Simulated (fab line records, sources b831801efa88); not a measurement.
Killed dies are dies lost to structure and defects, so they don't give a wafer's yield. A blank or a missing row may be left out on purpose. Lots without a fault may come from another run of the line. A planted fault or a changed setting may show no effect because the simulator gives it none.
A struck lot beside a sound one | flow sky130 | 18 steps out of a route of 708
Sound: wafers L296.2, L296.4, L296.5. Struck: wafers L304.1, L304.4, L304.6. The cause comes at the end.
At each step with rows: each side's tool, then ch and its chambers, then its first start. Under that, the readings that differ: sound wafers | struck wafers | difference of the means | sigmas: that difference in standard deviations of wafers without a fault.
alike: readings whose means differ by less than 2 such deviations, and words and numbers that are the same on both sides. not compared: withheld readings, readings that some wafer has no value for, bounds like >300 that may hide the same value, and numbers for which the record gives no deviation and whose values overlap.
The two part at a step that has a row with sigmas, a row that says differs or no value, or rows on one side only. Numbers that don't overlap but have no deviation are shown without sigmas and don't part them. A reading that every wafer of one side lacks parts them only if that side has two wafers or more.

SKY_GATE_OXIDE_OVL_MEAS_10:
  sound on overlay-01, day 18 02:37; struck on overlay-02, day 21 00:52
  alike: GATE_OXIDE_OVL
then, 2 steps without rows for these wafers: SKY_GATE_OXIDE_IMPLANT_11; SKY_GATE_OXIDE_WET_ETCH_12 (etches SiO2 in dHF, target depth 16.8 nm, time 336 s).
SKY_GATE_OXIDE_STRIP_13: strips in O2/N2.
  sound on plasma_asher-03 ch 0,1, day 18 02:53; struck on plasma_asher-02 ch 0,1, day 21 01:10
  alike: drypump_motor_current_A, o2_flow_sccm, oes_product_au, strip_time_to_endpoint_s
  not compared: rf_hours_counter_h
SKY_GATE_OXIDE_TW_MEAS_14:
  sound on film_metro-02, day 18 03:00; struck on film_metro-04, day 21 01:16
  alike: GATE_OXIDE_TW
then, 3 steps without rows for these wafers: SKY_GATE_OXIDE_CLEAN_15 (cleans in SC1/SC2, time 150 s); SKY_GATE_OXIDE_OXIDATION_16 (stabilise 600 s, purge 300 s, target thk 3.57 nm); SKY_POLY_GATE_CVD_00 (deposits poly-Si, target thk 180 nm, time 720 s).
SKY_POLY_GATE_THK_MEAS_01:
  sound on film_metro-01, day 18 07:20; struck on film_metro-01, day 21 04:07
  reading                   | sound             | struck            | difference | sigmas
  POLY_GATE_CVD_00_THK (nm) | 177.1 178.7 178.7 | 181.3 181.8 182.3 | +3.6       | +2
then, 3 steps without rows for these wafers: SKY_RES_PROTECT_DEHYDRATE_00 (time 60 s); SKY_RES_PROTECT_HMDS_01 (prime time 60 s); SKY_RES_PROTECT_COAT_02 (resist thk 1140 nm).
SKY_RES_PROTECT_SOFTBAKE_03: time 60 s.
  sound on litho_track-03 ch 0, day 18 22:15; struck on litho_track-03 ch 0, day 21 19:29
  reading                  | sound             | struck            | difference | sigmas
  heater_power_total_W (W) | 56.58 56.62 56.60 | 67.43 67.35 67.49 | +10.82     | +99 or more
  run_length_s (s)         | 89.16 88.90 89.05 | 64.02 63.98 63.90 | -25.07     | -99 or more
then, 2 steps without rows for these wafers: SKY_RES_PROTECT_EXPOSE_04 (exposes mask RPM, target cd 1270 nm); SKY_RES_PROTECT_PEB_05.
SKY_RES_PROTECT_DEVELOP_06: develop time 60 s.
  sound on litho_track-02 ch 0, day 19 13:29; struck on litho_track-01 ch 0, day 22 10:12
  reading                                          | sound          | struck         | difference | sigmas
  model.NOVOLAK_of_RES_PROTECT_COAT_02.thk_nm (nm) | 1139 1138 1142 | 1152 1147 1150 | +10        |
then, 1 step without rows for these wafers: SKY_POLY_GATE_IMPLANT_02.
-- the record jumps here: 28 days lie between the struck wafers' starts before and after (it left off in module POLY_GATE and takes up again in module PAD_OPEN, whose first step shown is number 708 of the route) --
SKY_PAD_OPEN_PROBE_99:
  sound on prober-02, day 48 19:43; struck on prober-02, day 50 13:53
  alike: killed_at_M0_to_M3, killed_at_M4_up, killed_at_contacts, killed_at_front_end, killed_at_other, killed_dies, killed_open, killed_short

WHERE THEY PART
First at SKY_POLY_GATE_THK_MEAS_01; last, within this record, at SKY_RES_PROTECT_SOFTBAKE_03. Later steps at which nothing parts them and some readings are alike: SKY_PAD_OPEN_PROBE_99.

WHY: what the simulator had put in
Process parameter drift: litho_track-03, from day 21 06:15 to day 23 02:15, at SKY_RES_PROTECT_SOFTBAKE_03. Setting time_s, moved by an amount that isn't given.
